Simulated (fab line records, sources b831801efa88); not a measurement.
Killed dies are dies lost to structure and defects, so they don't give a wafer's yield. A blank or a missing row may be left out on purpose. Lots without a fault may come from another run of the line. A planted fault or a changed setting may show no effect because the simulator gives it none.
Which tool did it? | flow gf180mcu | 12 lots, 36 wafers sampled, at 4 steps of a route of 602

WHAT THE GAUGES READ, wafer by wafer
GF_TOP_METAL_THK_MEAS_06: measures by xrf.
lot  | measured     | on            | TOP_METAL_ALCU_THK (nm)
L878 | day 27 03:02 | film_metro-03 | 901 918 911
L883 | day 29 06:02 | film_metro-03 | 886 892 890
L885 | day 30 04:01 | film_metro-02 | 888 880 889
L886 | day 30 08:56 | film_metro-03 | 911 895 887
L887 | day 30 12:44 | film_metro-01 | 912 903 901
L891 | day 31 06:41 | film_metro-03 | 879 882 895
L892 | day 31 20:13 | film_metro-02 | 892 902 905
L893 | day 32 04:39 | film_metro-03 | 879 893 896
L898 | day 33 12:39 | film_metro-02 | 907 908 925
L900 | day 33 15:06 | film_metro-02 | 911 907 902
L896 | day 33 16:19 | film_metro-03 | 915 900 907
L901 | day 34 06:24 | film_metro-03 | 878 878 879

GF_PASSIVATION_THK_MEAS_01.
lot  | measured     | on            | PASSIVATION_CVD_00_THK (nm)
L878 | day 28 00:15 | film_metro-02 | 990 989 1009
L883 | day 30 01:11 | film_metro-02 | 989 989 1002
L885 | day 30 22:57 | film_metro-01 | 987 989 993
L886 | day 31 04:05 | film_metro-04 | 992 1006 1014
L887 | day 31 07:58 | film_metro-01 | 992 1003 998
L891 | day 32 00:52 | film_metro-02 | 979 993 702
L892 | day 32 13:53 | film_metro-04 | 979 992 701
L893 | day 32 22:34 | film_metro-02 | 704 697 985
L898 | day 34 04:58 | film_metro-04 | 991 985 1006
L900 | day 34 08:13 | film_metro-02 | 1003 1019 1017
L896 | day 34 08:51 | film_metro-04 | 988 1014 1006
L901 | day 34 22:35 | film_metro-02 | 981 1003 1009

WHICH TOOL RAN EACH LOT (tool, then ch and the chambers of the sampled wafers, then the start)
lot  | GF_TOP_METAL_METAL_ETCH_16        | GF_PASSIVATION_CVD_00
L878 | rie_metal-01 ch 0,1, day 27 23:27 | pecvd-02 ch 0,2, day 28 00:10
L883 | rie_metal-04 ch 0, day 30 00:22   | pecvd-02 ch 1,2, day 30 01:05
L885 | rie_metal-03 ch 0,1, day 30 22:09 | pecvd-01 ch 0,1,2, day 30 22:52
L886 | rie_metal-01 ch 0,1, day 31 03:20 | pecvd-01 ch 0,1,2, day 31 03:59
L887 | rie_metal-01 ch 0,1, day 31 07:13 | pecvd-02 ch 1,2, day 31 07:52
L891 | rie_metal-03 ch 0,1, day 32 00:04 | pecvd-02 ch 0,1,2, day 32 00:47
L892 | rie_metal-01 ch 0,1, day 32 13:08 | pecvd-02 ch 0,1, day 32 13:47
L893 | rie_metal-03 ch 0,1, day 32 21:40 | pecvd-02 ch 0,1, day 32 22:29
L898 | rie_metal-03 ch 0,1, day 34 04:10 | pecvd-03 ch 1,2, day 34 04:53
L900 | rie_metal-04 ch 0,1, day 34 07:22 | pecvd-03 ch 0,1, day 34 08:08
L896 | rie_metal-04 ch 0,1, day 34 08:01 | pecvd-03 ch 0,2, day 34 08:45
L901 | rie_metal-03 ch 0,1, day 34 21:50 | pecvd-03 ch 1,2, day 34 22:29
- GF_TOP_METAL_METAL_ETCH_16: etches the open film in Cl2/BCl3, stops on SiO2, target depth 1197 nm, time 199.5 s.
- GF_PASSIVATION_CVD_00: deposits SiO2 from TEOS, target thk 1000 nm, time 111.95 s.

WHAT THE TOOLS THEMSELVES READ (means of the sampled wafers that have a number; where no wafer has one, the mark that the record gives instead)
GF_TOP_METAL_METAL_ETCH_16.
lot  | tool         | drypump_motor_current_A (A) | he_backside_leak_sccm (sccm) | oes_product_au (a.u.) | throttle_valve_pct (%)
L878 | rie_metal-01 | 5.8                         | 3.44                         | 0.993                 | 28.233
L883 | rie_metal-04 | 5.9                         | 3.24                         | 0.984                 | 28.232
L885 | rie_metal-03 | 6.1                         | 3.24                         | 0.990                 | 28.226
L886 | rie_metal-01 | 5.5                         | 3.44                         | 0.981                 | 28.232
L887 | rie_metal-01 | 5.9                         | 3.37                         | 0.991                 | 28.233
L891 | rie_metal-03 | 6.1                         | 3.28                         | 0.989                 | 28.227
L892 | rie_metal-01 | 5.9                         | 3.51                         | 0.985                 | 28.228
L893 | rie_metal-03 | 6.1                         | 3.27                         | 0.986                 | 28.232
L898 | rie_metal-03 | 5.7                         | 3.19                         | 0.987                 | 28.231
L900 | rie_metal-04 | 5.8                         | 3.24                         | 0.987                 | 28.224
L896 | rie_metal-04 | 5.7                         | 3.29                         | 0.992                 | 28.224
L901 | rie_metal-03 | 6.1                         | 3.27                         | 0.991                 | 28.227

GF_PASSIVATION_CVD_00.
lot  | tool     | heater_power_w (W)
L878 | pecvd-02 | 587
L883 | pecvd-02 | 665
L885 | pecvd-01 | 553
L886 | pecvd-01 | 545
L887 | pecvd-02 | 641
L891 | pecvd-02 | 620
L892 | pecvd-02 | 530
L893 | pecvd-02 | 610
L898 | pecvd-03 | 739
L900 | pecvd-03 | 760
L896 | pecvd-03 | 803
L901 | pecvd-03 | 718

THE ANSWER, worked out from the rows above alone
Rule: what is usual is taken from the lots themselves. Put in order of their means at a reading, lots are off if they are a third of the lots or fewer, leave a main group of 4 or more, and stand apart from it by a gap of 3 or more times the standard deviation of the main group's means; of several such gaps the widest counts. A main group whose means are all the same, to the digits that the tables above print for the reading, isn't used. A lot without any number at a reading at which 4 lots or more have one is off too. The other lots that the step has rows for count as sound. The gauges are gone through in route order, then the tools' own readings, and for those a lot's mean is taken as printed above. The first step at which some lot is off is used, and at that step the reading that is off furthest; a lot without a number counts as furthest.
Off: L891, L892, L893, at GF_PASSIVATION_THK_MEAS_01 (PASSIVATION_CVD_00_THK). The main group: mean 999 nm, standard deviation 6.6.
A tool fits if, at a process step before that reading, it ran every lot that is off, and no sound lot after the first of them. The gauges at GF_PASSIVATION_THK_MEAS_01 are tried like those tools. One fits: pecvd-02 at GF_PASSIVATION_CVD_00. Its last sound lot is L887 (day 31 07:52), its first lot that is off L891 (day 32 00:47): a fault that began between those two fits.

WHAT THE SIMULATOR HAD PUT IN
Process parameter drift: pecvd-02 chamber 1, from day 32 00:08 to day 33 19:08, at GF_PASSIVATION_CVD_00. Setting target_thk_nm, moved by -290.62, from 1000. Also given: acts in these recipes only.
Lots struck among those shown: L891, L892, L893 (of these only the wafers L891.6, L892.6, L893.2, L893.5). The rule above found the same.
